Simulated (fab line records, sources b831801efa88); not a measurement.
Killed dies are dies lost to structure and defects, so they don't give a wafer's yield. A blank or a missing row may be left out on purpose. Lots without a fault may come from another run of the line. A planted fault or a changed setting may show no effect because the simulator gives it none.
Which tool did it? | flow sky130 | 24 lots, 72 wafers sampled, at 3 steps of a route of 708

WHAT THE GAUGES READ, wafer by wafer
SKY_NWELL_OVL_MEAS_10. Usual: NWELL_00_OVL -1.6 nm, standard deviation 1.3.
lot  | measured     | on         | NWELL_00_OVL (nm) | flag
L074 | day 4 14:36  | overlay-01 | -1.0 -0.1 -0.7    |
L076 | day 5 02:18  | overlay-02 | -0.1 -0.8 0.2     |
L075 | day 5 02:32  | overlay-01 | -0.2 -0.7 1.4     |
L077 | day 5 09:47  | overlay-02 | -4.6 -3.0 -3.2    |
L078 | day 5 14:20  | overlay-01 | -1.0 1.1 -0.1     |
L079 | day 5 19:05  | overlay-02 | -1.8 -3.3 -2.7    |
L080 | day 5 20:08  | overlay-02 | -2.7 -2.9 -0.9    |
L081 | day 6 05:24  | overlay-01 | 0.9 -0.8 -0.9     |
L082 | day 6 10:45  | overlay-02 | -0.9 -1.6 -0.4    |
L083 | day 6 17:05  | overlay-01 | -1.3 -2.7 -3.0    |
L084 | day 6 21:59  | overlay-02 | -3.4 -3.1 -3.3    |
L085 | day 7 03:11  | overlay-01 | -2.4 -2.1 -1.9    |
L086 | day 7 09:32  | overlay-01 | -0.2 -1.5 -2.6    |
L087 | day 7 15:12  | overlay-02 | -1.4 -1.6 0.0     |
L088 | day 7 21:38  | overlay-02 | -1.9 -3.8 -3.4    |
L089 | day 8 03:53  | overlay-01 | -2.6 -3.0 -2.1    |
L090 | day 8 11:06  | overlay-01 | 0.1 -1.0 0.3      |
L091 | day 8 15:57  | overlay-02 | -2.4 -3.2 -2.5    |
L092 | day 8 20:50  | overlay-02 | -2.8 -2.5 -2.9    |
L093 | day 9 04:33  | overlay-01 | -0.3 -0.6 -0.6    |
L094 | day 9 10:48  | overlay-01 | -0.8 -1.7 -0.7    |
L095 | day 9 19:47  | overlay-01 | -1.9 -2.9 -2.1    |
L096 | day 10 00:35 | overlay-01 | -0.3 -0.5 -1.1    |
L097 | day 10 02:26 | overlay-01 | -2.3 -3.3 -2.7    |

SKY_VT_ADJUST_LVTN_TW_MEAS_10. Usual: VT_ADJUST_LVTN_TW 241, standard deviation 3.9.
lot  | measured     | on            | VT_ADJUST_LVTN_TW | flag
L074 | day 6 21:57  | film_metro-02 | 243 245 244       |
L076 | day 7 12:25  | film_metro-04 | 240 238 239       |
L075 | day 7 12:47  | film_metro-02 | 248 247 246       |
L077 | day 7 20:56  | film_metro-01 | 237 238 239       |
L078 | day 8 01:34  | film_metro-02 | 247 247 245       |
L079 | day 8 07:27  | film_metro-04 | 240 238 238       |
L080 | day 8 08:04  | film_metro-02 | 248 245 246       |
L081 | day 8 19:35  | film_metro-02 | 246 246 247       |
L082 | day 9 01:50  | film_metro-04 | 238 239 237       |
L083 | day 9 08:05  | film_metro-04 | 238 239 238       |
L084 | day 9 14:08  | film_metro-02 | 246 245 245       |
L085 | day 9 20:50  | film_metro-01 | 238 237 238       |
L086 | day 10 03:48 | film_metro-01 | 238 237 237       |
L087 | day 10 09:43 | film_metro-04 | 239 238 238       |
L088 | day 10 17:37 | film_metro-04 | 239 241 240       |
L089 | day 11 01:17 | film_metro-04 | 238 238 239       |
L090 | day 11 08:45 | film_metro-02 | 245 245 245       |
L091 | day 11 14:06 | film_metro-01 | 238 236 236       |
L092 | day 11 19:28 | film_metro-04 | 238 240 240       |
L093 | day 12 04:59 | film_metro-01 | 237 236 237       |
L094 | day 12 10:37 | film_metro-01 | 237 237 237       |
L095 | day 12 20:56 | film_metro-02 | 248 244 247       |
L096 | day 13 00:37 | film_metro-01 | 237 237 238       |
L097 | day 13 04:01 | film_metro-04 | 239 239 238       |

WHICH TOOL RAN EACH LOT (tool, then ch and the chambers of the sampled wafers, then the start)
lot  | SKY_FIELD_ISO_CMP_27
L074 | cmp-01 ch 1,2,3, day 2 12:11
L076 | cmp-01 ch 1,2,3, day 2 21:43
L075 | cmp-01 ch 1,2, day 2 21:55
L077 | cmp-02 ch 0,1,3, day 3 04:29
L078 | cmp-02 ch 1,2,3, day 3 09:10
L079 | cmp-02 ch 1,2,3, day 3 13:24
L080 | cmp-02 ch 0,1,2, day 3 14:57
L081 | cmp-01 ch 0,1,3, day 3 21:45
L082 | cmp-01 ch 2,3, day 4 03:53
L083 | cmp-01 ch 0,1, day 4 09:21
L084 | cmp-01 ch 1,3, day 4 13:10
L085 | cmp-02 ch 1,3, day 4 17:34
L086 | cmp-02 ch 0,2, day 4 22:47
L087 | cmp-01 ch 0,1,3, day 5 04:00
L088 | cmp-02 ch 0,3, day 5 08:31
L089 | cmp-02 ch 0,2,3, day 5 16:10
L090 | cmp-02 ch 0,1,3, day 5 19:24
L091 | cmp-01 ch 2,3, day 6 01:34
L092 | cmp-02 ch 1,2,3, day 6 05:57
L093 | cmp-01 ch 0,1, day 6 11:33
L094 | cmp-01 ch 0,2,3, day 6 17:50
L095 | cmp-02 ch 0,1,3, day 7 00:29
L096 | cmp-01 ch 0,2, day 7 06:01
L097 | cmp-01 ch 0,2,3, day 7 07:11
- SKY_FIELD_ISO_CMP_27: polishes, stops on Si3N4, t overpolish 16 s, target thk 457.8 nm.

WHAT THE TOOLS THEMSELVES READ (means of the sampled wafers that have a number; where no wafer has one, the mark that the record gives instead)
SKY_FIELD_ISO_CMP_27. Usual: edge_zone_pressure_frac 1.000, standard deviation 0.0047; head_pressure_psi 4.001 psi, standard deviation 0.0091; motor_current_A 12.5 A, standard deviation 1.3; overpolish_run_s 16.001 s, standard deviation 0.0078; time_to_endpoint_s 113 s, standard deviation 3.9.
lot  | tool   | edge_zone_pressure_frac | head_pressure_psi (psi) | motor_current_A (A) | overpolish_run_s (s) | time_to_endpoint_s (s) | flag
L074 | cmp-01 | 1.005                   | 3.995                   | 12.6                | 16.006               | 114                    |
L076 | cmp-01 | 1.000                   | 4.005                   | 12.3                | 16.003               | 117                    |
L075 | cmp-01 | 0.998                   | 4.009                   | 12.8                | 16.006               | 115                    |
L077 | cmp-02 | 0.995                   | 4.002                   | 12.7                | 16.009               | 115                    |
L078 | cmp-02 | 0.997                   | 3.997                   | 11.7                | 16.000               | 105                    |
L079 | cmp-02 | 1.000                   | 4.002                   | 11.9                | 16.007               | 108                    |
L080 | cmp-02 | 1.003                   | 3.998                   | 11.8                | 15.999               | 107                    |
L081 | cmp-01 | 0.999                   | 3.996                   | 12.7                | 15.998               | 115                    |
L082 | cmp-01 | 0.999                   | 4.002                   | 11.9                | 16.006               | 115                    |
L083 | cmp-01 | 1.003                   | 3.988                   | 13.3                | 15.999               | 114                    |
L084 | cmp-01 | 1.000                   | 4.006                   | 13.3                | 16.005               | 115                    |
L085 | cmp-02 | 0.996                   | 4.001                   | 12.5                | 15.997               | 111                    |
L086 | cmp-02 | 1.003                   | 4.000                   | 11.9                | 16.003               | 111                    |
L087 | cmp-01 | 0.998                   | 4.001                   | 12.8                | 16.003               | 113                    |
L088 | cmp-02 | 1.004                   | 3.996                   | 12.5                | 16.009               | 113                    |
L089 | cmp-02 | 1.002                   | 4.006                   | 11.7                | 15.997               | 115                    |
L090 | cmp-02 | 1.005                   | 3.999                   | 12.5                | 15.998               | 115                    |
L091 | cmp-01 | 1.000                   | 4.008                   | 11.5                | 15.997               | 117                    |
L092 | cmp-02 | 0.998                   | 4.001                   | 12.1                | 15.995               | 112                    |
L093 | cmp-01 | 1.002                   | 4.004                   | 14.0                | 15.998               | 116                    |
L094 | cmp-01 | 1.000                   | 4.001                   | 12.2                | 16.004               | 114                    |
L095 | cmp-02 | 0.998                   | 4.002                   | 12.5                | 16.002               | 115                    |
L096 | cmp-01 | 1.001                   | 4.005                   | 13.2                | 16.003               | 114                    |
L097 | cmp-01 | 0.998                   | 4.010                   | 12.2                | 15.994               | 110                    |

THE ANSWER, worked out from the rows above alone
Rule: a lot is off if the mean of its wafers that have a number lies more than 3 standard deviations from the usual mean. A lot without any number at a reading at which 4 lots or more have one is off too. The other lots that the step has rows for count as sound. The gauges are gone through in route order, then the tools' own readings, and for those a lot's mean is taken as printed above. The first step at which some lot is off is used, and at that step the reading that is off furthest; a lot without a number counts as furthest.
No lot is off at any reading shown: from this, nothing can be told.

WHAT THE SIMULATOR HAD PUT IN
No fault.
